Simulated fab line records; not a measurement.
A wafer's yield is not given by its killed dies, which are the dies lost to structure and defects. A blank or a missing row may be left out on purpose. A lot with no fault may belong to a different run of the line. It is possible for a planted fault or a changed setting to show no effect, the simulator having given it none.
A struck lot beside a sound one || flow sky130 || 17 out of 708 route steps
Sound: these wafers, L596.2, L596.5, L596.6. Struck: wafer L586.6 (left out: L586.4, L586.5 of the same lot, which were not struck); the cause appears at the end.
Each step with rows lists, per side, the tool, then ch with its chambers, then its first start. Under that, the readings that differ: sound wafers || struck wafers || difference of the means || sigmas: that difference in standard deviations of wafers without a fault.
alike: a reading whose means differ by less than 2 such deviations, as well as words and numbers matching on both sides. not compared: withheld readings; readings where some wafer has no value; bounds like >300 that might hide an equal value; numbers whose values overlap and for which the record gives no deviation.
A row with sigmas, a row that says differs or no value, or rows on one side alone: a step with any of these is where the two part. Numbers that don't overlap but have no deviation are shown without sigmas and don't part them. A reading that every wafer of one side lacks parts them only if that side has two wafers or more.

first, 1 step without rows for these wafers: SKY_VT_ADJUST_PCH_IMPLANT_08.
SKY_VT_ADJUST_PCH_STRIP_09: strips in O2/N2.
  sound on plasma asher-01 ch 0,1, day 15 11:58; struck on plasma asher-01 ch 1, day 12 05:27
  alike: drypump motor current A, o2 flow sccm, oes product au, strip time to endpoint s
  not compared: rf hours counter h
SKY_VT_ADJUST_PCH_TW_MEAS_10:
  sound: film metro-04 at day 15 12:05; struck: film metro-03 at day 12 05:33
  alike: VT_ADJUST_PCH_TW
then, 7 steps without rows for these wafers: SKY_SONOS_TUNNEL_DEHYDRATE_00 (time 60 s); SKY_SONOS_TUNNEL_HMDS_01 (prime time 60 s); SKY_SONOS_TUNNEL_COAT_02 (resist thk 1140 nm); SKY_SONOS_TUNNEL_SOFTBAKE_03 (time 60 s); SKY_SONOS_TUNNEL_EXPOSE_04 (exposes mask TUNM, target cd 410 nm); SKY_SONOS_TUNNEL_PEB_05; SKY_SONOS_TUNNEL_DEVELOP_06 (develop time 60 s).
SKY_SONOS_TUNNEL_CD_MEAS_07 targets a cd of 410 nm.
  sound: cd sem-02 at day 16 15:24; struck: cd sem-02 at day 13 06:32
  alike: cd nm
SKY_SONOS_TUNNEL_OVL_MEAS_08:
  sound: overlay-02 at day 16 15:31; struck: overlay-02 at day 13 06:37
  alike: SONOS_TUNNEL_OVL
SKY_SONOS_TUNNEL_IMPLANT_09:
  sound on implanter-01 ch 0, day 16 15:34; struck on implanter-02 ch 0, day 13 06:43
  alike: beam on s, end station pressure torr
then, 2 steps without rows for these wafers: SKY_SONOS_TUNNEL_WET_ETCH_10 (etches SiO2 in dHF, target depth 14 nm, time 280 s); SKY_SONOS_TUNNEL_STRIP_11 (strips in SPM, time 600 s).
SKY_SONOS_TUNNEL_TW_MEAS_12:
  sound: film metro-04 at day 16 15:59; struck: film metro-03 at day 13 07:19
{"reading": "SONOS_TUNNEL_TW", "sound": "199.1 197.9 196.5", "struck": 179.5, "difference": -18.3, "sigmas": -11}
  not compared: hold
-- a jump in the record: the struck wafers' starts before and after are 34 days apart (it breaks off in module SONOS_TUNNEL and resumes in module PAD_OPEN, where the first step shown is number 708 of the route) --
SKY_PAD_OPEN_PROBE_99:
  sound: prober-01 at day 49 14:37; struck: prober-01 at day 47 09:55
{"reading": "model.etest.tip sonos.rs ohm sq range", "sound": "36.81 17.56 30.04", "struck": 85.84, "difference": "+57.70", "sigmas": ""}
{"reading": "model.etest.sonos uncharged.r on ohm um", "sound": "803.8 810 820.1", "struck": 779.2, "difference": -32.1, "sigmas": ""}
{"reading": "model.etest.tip sonos.rs ohm sq rim less centre", "sound": "3.707 3.862 16.75", "struck": 40.98, "difference": "+32.87", "sigmas": ""}
{"reading": "model.etest.sonos programmed.off log10 a um", "sound": "-14.02 -14.04 -13.87", "struck": -13.15, "difference": "+0.83", "sigmas": ""}
{"reading": "model.etest.sonos uncharged.vt v (V)", "sound": "-0.4321 -0.4255 -0.4046", "struck": -0.5481, "difference": -0.1274, "sigmas": ""}
{"reading": "model.etest.sonos programmed.vt v (V)", "sound": "1.366 1.416 1.425", "struck": 1.294, "difference": -0.108, "sigmas": ""}
{"reading": "model.etest.sonos erased.vt v (V)", "sound": "-2.19 -2.204 -2.22", "struck": -2.322, "difference": -0.117, "sigmas": ""}
{"reading": "model.etest.sonos baked.vt v (V)", "sound": "0.8737 0.9601 0.961", "struck": 0.7972, "difference": -0.1344, "sigmas": ""}
  alike: killed_at_M0_to_M3, killed_at_M4_up, killed at contacts, killed at front end, killed at other, killed dies, killed open, killed short

## WHERE THEY PART
Within this record, at SKY_SONOS_TUNNEL_TW_MEAS_12 only. Later steps at which nothing parts them and some readings are alike: SKY_PAD_OPEN_PROBE_99.

WHY: the cause the simulator had injected
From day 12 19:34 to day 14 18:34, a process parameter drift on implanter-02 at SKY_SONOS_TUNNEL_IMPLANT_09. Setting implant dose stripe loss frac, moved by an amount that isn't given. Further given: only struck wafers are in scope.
